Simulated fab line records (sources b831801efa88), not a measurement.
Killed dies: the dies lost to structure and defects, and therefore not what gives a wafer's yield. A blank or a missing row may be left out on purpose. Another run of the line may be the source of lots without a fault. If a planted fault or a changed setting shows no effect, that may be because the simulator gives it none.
fab line records	flow sky130
record: lots: 6	wafers: 18	last-day: 49
route steps=708 shown VIA3@589 METAL4@598 PAD_OPEN@708
lots with no fault: from the same line, run without faults
start-h: hours from the record's first day to the start of the lot's first wafer shown	wait-h: hours elapsed since this lot's preceding step	" unchanged from the row above	L1.1+2: several wafers, shown together as one row	- no value, or no start was given	* or withheld: withheld	< > ~ a bound
route shown NAME@n: names a module that has steps shown in the file, with the first one's number in the route	usual: mean and standard deviation over wafers with no fault	same: alike in all rows	chamber/n: place in a boat	sites: per-site readings	_std_site: their standard deviation	_edge_site: the outer-site mean with the inner-site mean subtracted	radius-mm: for every site, how far away it sits from the centre of the wafer	mask NAME#n: copy n	behind: the tool/chamber that last shaped the wafer	hold: what put the lot on hold/how long, in hours/how the hold closed	device: whichever transistor did not switch (one of n, p or np)	end of line: the same wafers' tests at the end of the route	step lacking rows: just its recipe	killed: the dies lost at the first sort to structure and to defects; this is not the yield of the wafer	map: the dies of a wafer, with x for killed, . for not killed, _ for no die there
set.NAME: the run value of the setting; set.NAME@STEP: its run value at that earlier step	model.NAME: the simulator's own value behind a step, which no gauge read
lots at selected steps of the route; one table per step, one row per wafer
services: a tool's chamber out of use, with start hour (start-h, from the record's first day; less than 0 if before it), hours out, and reason
== steps ==
step: SKY_VIA3_STRIP_16
recipe: chemistry: O2/N2	power-w: 1400	pressure-mtorr: 1500	platen-temp-c: withheld	o2-flow-sccm: 3000	n2-flow-sccm: 300	overash-fraction: 0.5
usual: drypump-motor-current-A: 6.0/0.35	oes-product-au: 0.403/0.0044	strip-time-to-endpoint-s: 4.133/0.029
lot.wafer	tool	chamber	start-h	wait-h	drypump-motor-current-A	oes-product-au	rf-hours-counter-h	strip-time-to-endpoint-s
L350.1	plasma-asher-03	1	925.04	0.0	6.4	0.403	50	4.201
L350.4	"	1	"	"	6.4	0.398	-	4.172
L350.5	"	0	"	"	6.4	0.399	-	4.172
L354.2	plasma-asher-03	0	962.64	0.0	6.4	0.407	54	4.136
L354.4	"	1	"	"	6.4	0.401	-	4.123
L354.6	"	0	"	"	6.4	0.402	-	4.190
L365.1	plasma-asher-02	1	1030.89	0.0	5.9	0.408	91	4.110
L365.2	"	0	"	"	5.5	0.394	91	4.078
L365.6	"	1	"	"	5.9	0.405	-	4.099
L367.2	plasma-asher-03	1	1046.29	0.0	6.4	0.393	63	4.114
L367.4	"	0	"	"	6.4	0.404	-	4.156
L367.6	"	1	"	"	6.4	0.403	-	4.143
L368.2	plasma-asher-01	1	1050.84	0.0	5.6	0.401	119	4.093
L368.4	"	1	"	"	5.6	0.406	-	4.146
L368.6	"	0	"	"	6.0	0.406	-	4.131
L370.4	plasma-asher-01	1	1065.78	0.1	5.6	0.399	-	4.126
L370.5	"	0	"	"	6.0	0.403	-	4.096
L370.6	"	1	"	"	5.6	0.401	-	4.136
step: SKY_VIA3_STRIP_17
recipe: chemistry: post-etch-residue-remover	time-s: 1200	temp-c: 72.5
step: SKY_VIA3_CLEAN_18
recipe: chemistry: IPA	time-s: 180	temp-c: 25
step: SKY_VIA3_CLEAN_19
recipe: chemistry: O3/DIW	dry: n2-spin
step: SKY_VIA3_SPUTTER_20
recipe: material: TiN	target-thk-nm: 20	chamber-pressure-pa: 5	power-w: 4057	time-s: 80
step: SKY_VIA3_CVD_21
recipe: material: W	target-thk-nm: 390	time-s: 117.31	temp-c: 400	pressure-torr: 40
usual: heater-power-w: 867/54
lot.wafer	tool	chamber	start-h	wait-h	heater-power-w
L350.1	cvd-w-02	1	925.70	0.0	843
L350.4	"	0	"	"	823
L350.5	"	1	"	"	856
L354.2	cvd-w-01	1	963.34	0.0	810
L354.4	"	1	"	"	810
L354.6	"	0	"	"	926
L365.1	cvd-w-01	1	1031.58	0.0	855
L365.2	"	0	"	"	945
L365.6	"	1	"	"	819
L367.2	cvd-w-01	1	1046.95	0.0	839
L367.4	"	1	"	"	831
L367.6	"	0	"	"	924
L368.2	cvd-w-01	0	1051.50	0.0	942
L368.4	"	0	"	"	921
L368.6	"	0	"	"	934
L370.4	cvd-w-01	1	1066.44	0.1	826
L370.5	"	0	"	"	929
L370.6	"	1	"	"	848
step: SKY_VIA3_RS_MEAS_22
recipe: thk-meas-gauge: four-point-probe	reads: W_of_VIA3_CVD_21+TiN_of_VIA3_SPUTTER_20
usual: VIA3_W_RS: 0.292/0.0036
lot.wafer	tool	chamber	start-h	wait-h	VIA3_W_RS[ohm/sq]
L350.1	film-metro-02	-	925.82	0.1	0.290
L350.4	"	-	"	"	0.292
L350.5	"	-	"	"	0.290
L354.2	film-metro-04	-	963.48	0.1	0.292
L354.4	"	-	"	"	0.293
L354.6	"	-	"	"	0.294
L365.1	film-metro-02	-	1031.71	0.1	0.289
L365.2	"	-	"	"	0.290
L365.6	"	-	"	"	0.291
L367.2	film-metro-02	-	1047.09	0.1	0.298
L367.4	"	-	"	"	0.296
L367.6	"	-	"	"	0.292
L368.2	film-metro-04	-	1051.64	0.1	0.294
L368.4	"	-	"	"	0.292
L368.6	"	-	"	"	0.295
L370.4	film-metro-02	-	1066.58	0.1	0.294
L370.5	"	-	"	"	0.288
L370.6	"	-	"	"	0.293
step: SKY_VIA3_THK_MEAS_23
recipe: thk-meas-gauge: xrf	reads: W_of_VIA3_CVD_21
usual: VIA3_W_THK: 389/5.9
lot.wafer	tool	chamber	start-h	wait-h	VIA3_W_THK[nm]
L350.1	film-metro-02	-	925.94	0.1	394
L350.4	"	-	"	"	389
L350.5	"	-	"	"	392
L354.2	film-metro-04	-	963.59	0.1	392
L354.4	"	-	"	"	387
L354.6	"	-	"	"	384
L365.1	film-metro-02	-	1031.83	0.1	395
L365.2	"	-	"	"	390
L365.6	"	-	"	"	393
L367.2	film-metro-02	-	1047.20	0.1	377
L367.4	"	-	"	"	378
L367.6	"	-	"	"	385
L368.2	film-metro-04	-	1051.75	0.1	386
L368.4	"	-	"	"	386
L368.6	"	-	"	"	382
L370.4	film-metro-02	-	1066.67	0.1	387
L370.5	"	-	"	"	397
L370.6	"	-	"	"	389
step: SKY_VIA3_CMP_24
recipe: stop-on: SiO2	t-overpolish-s: 20	down-force-psi: 3.5	platen-rpm: 60	target-thk-nm: 0	pad-velocity-m-s: 0.94248
step: SKY_METAL4_SPUTTER_00
recipe: material: Ti	target-thk-nm: 15	power-w: 3000	time-s: 10	chamber-pressure-pa: 0.4
step: SKY_METAL4_SPUTTER_01
recipe: material: TiN	target-thk-nm: 20	power-w: 6500	time-s: 16.7	chamber-pressure-pa: 0.4
usual: cathode-dc-power-W: 6499.8/1.1	throttle-valve-pct: 29.7/1.2
lot.wafer	tool	chamber	start-h	wait-h	cathode-dc-power-W	throttle-valve-pct
L350.1	pvd-sputter-04	-	926.32	0.0	6499.7	30.9
L350.4	"	-	"	"	6499.6	27.7
L350.5	"	-	"	"	6498.9	30.0
L354.2	pvd-sputter-04	-	963.96	0.0	6501.8	27.6
L354.4	"	-	"	"	6500.0	30.4
L354.6	"	-	"	"	6501.7	30.1
L365.1	pvd-sputter-04	-	1032.21	0.0	6501.1	27.8
L365.2	"	-	"	"	6498.7	30.6
L365.6	"	-	"	"	6500.7	30.5
L367.2	pvd-sputter-04	-	1047.58	0.0	6498.9	30.3
L367.4	"	-	"	"	6497.1	29.9
L367.6	"	-	"	"	6497.9	30.0
L368.2	pvd-sputter-01	-	1052.12	0.0	6499.6	29.1
L368.4	"	-	"	"	6500.1	27.4
L368.6	"	-	"	"	6499.9	29.4
L370.4	pvd-sputter-02	-	1067.02	0.0	6500.6	29.7
L370.5	"	-	"	"	6500.2	29.9
L370.6	"	-	"	"	6496.9	31.0
step: SKY_METAL4_SPUTTER_02
recipe: material: AlCu	target-thk-nm: 735	power-w: 10600	time-s: 39.1	chamber-pressure-pa: 0.4
usual: cathode-dc-power-W: 10600/1.8	throttle-valve-pct: 29.8/1.2
lot.wafer	tool	chamber	start-h	wait-h	cathode-dc-power-W	throttle-valve-pct
L350.1	pvd-sputter-04	-	926.35	0.0	10596	30.7
L350.4	"	-	"	"	10599	28.1
L350.5	"	-	"	"	10603	30.0
L354.2	pvd-sputter-04	-	963.99	0.0	10599	27.8
L354.4	"	-	"	"	10600	30.3
L354.6	"	-	"	"	10600	30.2
L365.1	pvd-sputter-04	-	1032.23	0.0	10599	27.8
L365.2	"	-	"	"	10601	30.3
L365.6	"	-	"	"	10599	30.3
L367.2	pvd-sputter-04	-	1047.60	0.0	10602	30.3
L367.4	"	-	"	"	10601	29.9
L367.6	"	-	"	"	10600	30.2
L368.2	pvd-sputter-01	-	1052.15	0.0	10599	29.2
L368.4	"	-	"	"	10600	27.3
L368.6	"	-	"	"	10600	29.5
L370.4	pvd-sputter-02	-	1067.05	0.0	10599	29.7
L370.5	"	-	"	"	10600	29.8
L370.6	"	-	"	"	10600	31.2
step: SKY_METAL4_SPUTTER_03
recipe: material: Ti	target-thk-nm: 5	power-w: 3000	time-s: 3.3	chamber-pressure-pa: 0.4
usual: cathode-dc-power-W: 3000.0/0.52	throttle-valve-pct: 29.7/1.2
lot.wafer	tool	chamber	start-h	wait-h	cathode-dc-power-W	throttle-valve-pct	model.Ti_of_METAL4_SPUTTER_03.thk-nm
L350.1	pvd-sputter-04	-	926.39	0.0	3000.4	30.7	5.163
L350.4	"	-	"	"	3001.1	27.9	5.099
L350.5	"	-	"	"	3000.6	30.1	5.031
L354.2	pvd-sputter-04	-	964.03	0.0	3000.2	27.9	5.067
L354.4	"	-	"	"	2999.7	30.4	5.188
L354.6	"	-	"	"	2999.1	30.2	5.05
L365.1	pvd-sputter-04	-	1032.27	0.0	2999.9	27.4	4.953
L365.2	"	-	"	"	3416.9	30.3	5.6
L365.6	"	-	"	"	3415.3	30.3	5.677
L367.2	pvd-sputter-04	-	1047.64	0.0	3415.9	30.1	5.829
L367.4	"	-	"	"	2999.8	29.9	5.305
L367.6	"	-	"	"	3000.7	30.2	5.103
L368.2	pvd-sputter-01	-	1052.19	0.0	2999.1	29.1	5.145
L368.4	"	-	"	"	3000.7	27.4	5.253
L368.6	"	-	"	"	3000.9	29.2	5.128
L370.4	pvd-sputter-02	-	1067.09	0.0	2999.9	29.7	4.874
L370.5	"	-	"	"	2999.9	29.9	4.89
L370.6	"	-	"	"	3000.8	31.2	4.811
step: SKY_METAL4_SPUTTER_04
recipe: material: TiN	target-thk-nm: 70	power-w: 6500	time-s: 58.3	chamber-pressure-pa: 0.4
usual: cathode-dc-power-W: 6499.9/1.3	throttle-valve-pct: 29.7/1.2
lot.wafer	tool	chamber	start-h	wait-h	cathode-dc-power-W	throttle-valve-pct
L350.1	pvd-sputter-04	-	926.40	0.0	6499.5	30.6
L350.4	"	-	"	"	6499.3	27.9
L350.5	"	-	"	"	6501.8	29.8
L354.2	pvd-sputter-04	-	964.04	0.0	6501.3	27.7
L354.4	"	-	"	"	6501.1	30.5
L354.6	"	-	"	"	6497.5	30.1
L365.1	pvd-sputter-04	-	1032.29	0.0	6497.4	27.9
L365.2	"	-	"	"	6502.0	30.5
L365.6	"	-	"	"	6500.7	30.3
L367.2	pvd-sputter-04	-	1047.66	0.0	6499.0	30.5
L367.4	"	-	"	"	6500.9	30.2
L367.6	"	-	"	"	6500.0	30.0
L368.2	pvd-sputter-01	-	1052.21	0.0	6500.1	29.1
L368.4	"	-	"	"	6503.0	27.0
L368.6	"	-	"	"	6498.3	29.5
L370.4	pvd-sputter-02	-	1067.11	0.0	6499.9	29.6
L370.5	"	-	"	"	6498.3	29.9
L370.6	"	-	"	"	6501.7	31.1
step: SKY_PAD_OPEN_PROBE_99
usual: defect-limited-yield: 82.1/1.9	killed_at_M0_to_M3: 45/6.8	killed_at_M4_up: 3.0/1.7	killed-at-contacts: 25/5.7	killed-at-front-end: 15/4.6	killed-at-other: 0.3/0.66	killed-dies: 88/9.5	killed-open: 48/7.3	killed-short: 39/6.5	sort_bin_3_pad_short: 0.9/0.47	sort_bin_5_function: 10.6/1.5	sort_bin_6_memory: 6.4/1.2	sort-n-pass: 404/9.5	sort-yield-pct: 82.1/1.9
same: gross-dies: 492	killed-at-back-side: 0	sort_bin_4_leakage[%]: 0	sort_bin_8_speed[%]: 0
lot.wafer	tool	chamber	start-h	wait-h	defect-limited-yield[%]	killed_at_M0_to_M3	killed_at_M4_up	killed-at-contacts	killed-at-front-end	killed-at-other	killed-dies	killed-open	killed-short	sort_bin_3_pad_short[%]	sort_bin_5_function[%]	sort_bin_6_memory[%]	sort-n-pass	sort-yield-pct[%]
L350.1	prober-01	-	1071.60	0.1	79.9	47	5	26	21	0	99	47	51	0.6	9.1	10.4	393	79.9
L350.4	prober-01	-	1071.75	0.2	80.1	40	3	29	26	0	98	52	46	1.0	11.8	7.1	394	80.1
L350.5	prober-01	-	1071.80	0.2	85.0	33	4	22	15	0	74	40	34	0.8	7.9	6.3	418	85.0
L354.2	prober-02	-	1104.56	0.1	80.7	48	4	28	15	0	95	41	54	1.2	11.8	6.3	397	80.7
L354.4	prober-02	-	1104.66	0.2	84.3	39	6	20	12	0	77	39	38	0.4	8.9	6.3	415	84.3
L354.6	prober-02	-	1104.76	0.2	77.2	56	3	36	16	1	112	62	50	0.8	13.0	8.9	380	77.2
L365.1	prober-01	-	1158.50	0.1	80.7	39	8	27	18	3	95	49	46	1.0	11.0	7.3	397	80.7
L365.2	prober-01	-	1158.55	0.1	85.4	42	4	18	8	0	72	35	37	0.6	7.7	6.3	420	85.4
L365.6	prober-01	-	1158.75	0.2	83.3	44	3	18	17	0	82	40	42	1.6	10.0	5.1	410	83.3
L367.2	prober-01	-	1172.75	0.1	83.1	46	7	19	11	0	83	30	53	1.0	9.8	6.1	409	83.1
L367.4	prober-01	-	1172.85	0.2	83.1	37	2	27	16	1	83	45	38	0.8	11.2	4.9	409	83.1
L367.6	prober-01	-	1172.95	0.2	83.1	48	2	25	8	0	83	47	36	1.4	10.8	4.7	409	83.1
L368.2	prober-02	-	1174.86	0.1	82.9	43	2	24	14	1	84	47	36	0.4	10.8	5.9	408	82.9
L368.4	prober-02	-	1174.96	0.2	79.5	57	4	27	13	0	101	67	34	1.0	11.6	7.9	391	79.5
L368.6	prober-02	-	1175.06	0.2	83.3	54	2	15	10	1	82	42	39	0.8	11.2	4.7	410	83.3
L370.4	prober-02	-	1186.06	0.2	82.9	43	3	25	13	0	84	50	34	0.6	9.3	7.1	408	82.9
L370.5	prober-02	-	1186.11	0.2	80.1	50	3	33	12	0	98	59	37	0.6	11.0	8.3	394	80.1
L370.6	prober-02	-	1186.16	0.2	83.1	38	1	37	7	0	83	51	31	0.6	10.8	5.5	409	83.1
killed by level:class
L350.1 VIA1:geometric-particle:open=13 CONTACT:geometric-particle:open=12 FIELD_ISO:geometric-particle:short=9 VIA1:geometric-particle:short=7 METAL2:geometric-particle:short=7 METAL1:geometric-particle:short=6 VIA2:geometric-particle:open=6 FIELD_ISO:geometric-particle:open=4
L350.4 LI_CONTACT:geometric-particle:open=10 VIA2:geometric-particle:open=9 POLY_GATE:geometric-particle:short=7 VIA1:geometric-particle:open=7 CONTACT:geometric-particle:open=7 METAL2:geometric-particle:short=6 FIELD_ISO:geometric-particle:open=5 LI_CONTACT:geometric-particle:short=5
L350.5 CONTACT:geometric-particle:open=9 VIA2:geometric-particle:open=9 FIELD_ISO:geometric-particle:open=5 LOCAL_INTERCONNECT:geometric-particle:short=5 VIA1:geometric-particle:open=5 FIELD_ISO:geometric-particle:short=4 LI_CONTACT:geometric-particle:open=4 VIA1:geometric-particle:short=4
L354.2 CONTACT:geometric-particle:open=9 METAL2:geometric-particle:short=9 VIA1:geometric-particle:open=8 VIA2:geometric-particle:open=8 POLY_GATE:geometric-particle:short=7 LI_CONTACT:geometric-particle:open=6 VIA2:geometric-particle:short=6 CONTACT:geometric-particle:short=5
L354.4 CONTACT:geometric-particle:short=7 VIA1:geometric-particle:open=7 CONTACT:geometric-particle:open=6 VIA2:geometric-particle:short=6 VIA2:geometric-particle:open=6 METAL2:geometric-particle:short=5 VIA1:geometric-particle:short=4 VIA3:geometric-particle:open=4
L354.6 VIA1:geometric-particle:open=14 LI_CONTACT:geometric-particle:open=12 CONTACT:geometric-particle:open=11 LOCAL_INTERCONNECT:geometric-particle:short=8 VIA1:geometric-particle:short=6 VIA2:geometric-particle:open=6 FIELD_ISO:geometric-particle:short=5 VIA3:geometric-particle:short=5
L365.1 LI_CONTACT:geometric-particle:open=8 VIA1:geometric-particle:open=8 CONTACT:geometric-particle:open=7 CONTACT:geometric-particle:short=6 METAL1:geometric-particle:short=6 VIA3:geometric-particle:open=5 METAL2:geometric-particle:short=5 FIELD_ISO:geometric-particle:short=4
L365.2 VIA3:geometric-particle:open=10 METAL1:geometric-particle:short=9 CONTACT:geometric-particle:short=7 VIA1:geometric-particle:open=5 CONTACT:geometric-particle:open=5 VIA2:geometric-particle:open=5 METAL2:geometric-particle:short=5 FIELD_ISO:geometric-particle:open=3
L365.6 VIA3:geometric-particle:open=9 VIA1:geometric-particle:open=8 CONTACT:geometric-particle:open=8 METAL2:geometric-particle:short=7 FIELD_ISO:geometric-particle:short=6 VIA2:geometric-particle:short=6 CONTACT:geometric-particle:short=5 FIELD_ISO:geometric-particle:open=4
L367.2 METAL1:geometric-particle:short=7 METAL4:geometric-particle:short=7 VIA1:geometric-particle:short=7 VIA3:geometric-particle:open=7 CONTACT:geometric-particle:short=6 METAL2:geometric-particle:short=6 VIA3:geometric-particle:short=5 CONTACT:geometric-particle:open=5
L367.4 CONTACT:geometric-particle:open=11 LI_CONTACT:geometric-particle:open=7 VIA3:geometric-particle:open=6 VIA3:geometric-particle:short=5 LI_CONTACT:geometric-particle:short=5 METAL1:geometric-particle:short=5 VIA1:geometric-particle:open=5 VIA2:geometric-particle:open=5
L367.6 VIA2:geometric-particle:open=13 VIA1:geometric-particle:open=11 LI_CONTACT:geometric-particle:open=7 CONTACT:geometric-particle:open=7 VIA1:geometric-particle:short=6 LOCAL_INTERCONNECT:geometric-particle:short=5 VIA3:geometric-particle:open=5 POLY_GATE:geometric-particle:short=4
L368.2 VIA1:geometric-particle:open=12 LI_CONTACT:geometric-particle:open=7 CONTACT:geometric-particle:open=7 VIA2:geometric-particle:open=6 POLY_GATE:geometric-particle:open=5 CONTACT:geometric-particle:short=5 VIA1:geometric-particle:short=5 METAL2:geometric-particle:short=5
L368.4 LI_CONTACT:geometric-particle:open=16 VIA1:geometric-particle:open=13 VIA3:geometric-particle:open=10 CONTACT:geometric-particle:open=7 VIA1:geometric-particle:short=7 METAL2:geometric-particle:short=7 FIELD_ISO:geometric-particle:open=5 METAL1:geometric-particle:short=5
L368.6 VIA1:geometric-particle:open=9 VIA2:geometric-particle:open=9 METAL2:geometric-particle:short=9 VIA3:geometric-particle:open=7 VIA1:geometric-particle:short=5 VIA3:geometric-particle:short=5 LI_CONTACT:geometric-particle:open=4 CONTACT:geometric-particle:short=4
L370.4 CONTACT:geometric-particle:open=13 VIA1:geometric-particle:open=10 METAL1:geometric-particle:short=6 CONTACT:geometric-particle:short=5 VIA3:geometric-particle:open=5 LI_CONTACT:geometric-particle:open=4 VIA2:geometric-particle:open=4 POLY_GATE:geometric-particle:short=3
L370.5 CONTACT:geometric-particle:open=12 VIA1:geometric-particle:open=12 LI_CONTACT:geometric-particle:open=10 VIA2:geometric-particle:open=9 VIA2:geometric-particle:short=6 CONTACT:geometric-particle:short=4 VIA1:geometric-particle:short=4 METAL2:geometric-particle:short=4
L370.6 CONTACT:geometric-particle:open=15 VIA1:geometric-particle:open=9 CONTACT:geometric-particle:short=9 LI_CONTACT:geometric-particle:open=7 VIA3:geometric-particle:open=7 LOCAL_INTERCONNECT:geometric-particle:short=5 VIA2:geometric-particle:open=5 METAL2:geometric-particle:open=3
== services ==
tool	chamber	start-h	hours	kind
cvd-w-01	-	901.63	0.6	repair
plasma-asher-02	-	903.39	2.8	pm
cvd-w-02	-	904.00	14.0	pm
cvd-w-01	-	919.61	1.2	repair
pvd-sputter-01	1	932.02	-	consumable-replace:kit
pvd-sputter-01	1	932.02	18.0	scheduled-down
pvd-sputter-01	1	932.02	18.0	vent-cycle
cvd-w-01	1	974.28	2.7	repair
cvd-w-01	-	977.76	2.4	repair
plasma-asher-01	-	1002.24	2.8	pm
pvd-sputter-02	1	1019.25	-	consumable-replace:kit
pvd-sputter-02	1	1019.25	18.0	scheduled-down
pvd-sputter-02	1	1019.25	18.0	vent-cycle
pvd-sputter-04	3	1026.92	-	consumable-replace:kit
pvd-sputter-04	3	1026.92	18.0	scheduled-down
pvd-sputter-04	3	1026.92	18.0	vent-cycle
cvd-w-02	1	1039.39	17.4	repair
cvd-w-02	0	1048.24	12.3	repair
pvd-sputter-01	-	1049.02	1.7	repair
plasma-asher-01	-	1055.25	9.0	pm
plasma-asher-01	0	1055.25	9.0	vent-cycle
plasma-asher-01	1	1055.25	9.0	vent-cycle
pvd-sputter-01	-	1062.95	0.6	repair
plasma-asher-01	0	1064.25	-	clean
== key ==
first-sign: step: SKY_METAL4_SPUTTER_03	reading: cathode-dc-power-W	direction: up	sigmas: 99+	usual: 3000.0	struck: 3416.0
effect none on later readings
model-effect: step: SKY_METAL4_SPUTTER_03	value: Ti_of_METAL4_SPUTTER_03.thk-nm	without: 5.009	struck: 5.702
met-at SKY_METAL4_SPUTTER_03
struck-wafers L365.2,L365.6,L367.2
onset-between 964.03 1032.27
fault: kind: process-parameter-drift	tool: pvd-sputter-04	chamber: -	onset-h: 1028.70	steps: SKY_METAL4_SPUTTER_03	channel: power-w	offset: *	shape: step	end-h: 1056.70	acts-in: *	stated: *	scope: struck-wafers-only
